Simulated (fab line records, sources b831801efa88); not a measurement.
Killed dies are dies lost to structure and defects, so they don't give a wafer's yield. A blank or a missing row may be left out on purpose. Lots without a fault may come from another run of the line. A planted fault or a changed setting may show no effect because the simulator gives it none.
Chamber matching | flow sfq_line | SFQ_TRILAYER_I2_VIA_BARC_OPEN_VIA_ETCH_096 on rie_diel-04: 4 sister chambers
The step etches BARC in O2, target depth 125 nm, time 41.7 s. 8 wafers are shown with their chamber, then 7 later ones without.

WAFERS WITH THEIR CHAMBER
wafer  | chamber | oes_product_au (a.u.) | bias_w (W)
L633.5 | 1       | 0.681                 | 79.78
L635.4 | 2       | 0.680                 | 80.34
L635.6 | 0       | 0.683                 | 80.29
L637.3 | 2       | 0.686                 | 80.48
L637.4 | 3       | 0.686                 | 80.00
L637.6 | 3       | 0.687                 | 80.06
L640.1 | 1       | 0.685                 | 79.63
L640.2 | 0       | 0.683                 | 80.02

WAFERS WITHOUT THEIR CHAMBER
wafer  | oes_product_au (a.u.) | bias_w (W)
L640.6 | 0.688                 | 79.93
L647.2 | 0.681                 | 79.53
L647.3 | 0.693                 | 79.47
L647.5 | 0.687                 | 79.67
L649.1 | 0.685                 | 80.10
L649.4 | 0.678                 | 80.45
L649.6 | 0.684                 | 79.67

WHICH CHAMBER EACH WENT THROUGH
wafer  | from the rows above          | in truth
L640.6 | can't be placed: 3 or 0 or 1 | 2
L647.2 | 1                            | 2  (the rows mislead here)
L647.3 | can't be placed: 1 or 3      | 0
L647.5 | can't be placed: 1 or 3      | 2
L649.1 | can't be placed: 3 or 0 or 2 | 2
L649.4 | can't be placed: 2 or 0      | 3
L649.6 | 1                            | 1
Placed correctly: 1 of 7. Can't be placed from these rows: 5 (the true chamber is among the candidates in 1). Placed wrongly: 1.
How it was worked out, from the rows above alone: a wafer's distance from a chamber is the root of the sum, over the readings, of the square of ((its reading less the chamber's mean) divided by the reading's scatter). The wafer belongs to the nearest chamber; if the next one is less than 2 further off, it can't be placed. A chamber's mean is the mean of its shown wafers. The scatter: the root of (the sum of the squares of (reading less its chamber's mean) over the shown wafers, divided by (wafers less chambers)).
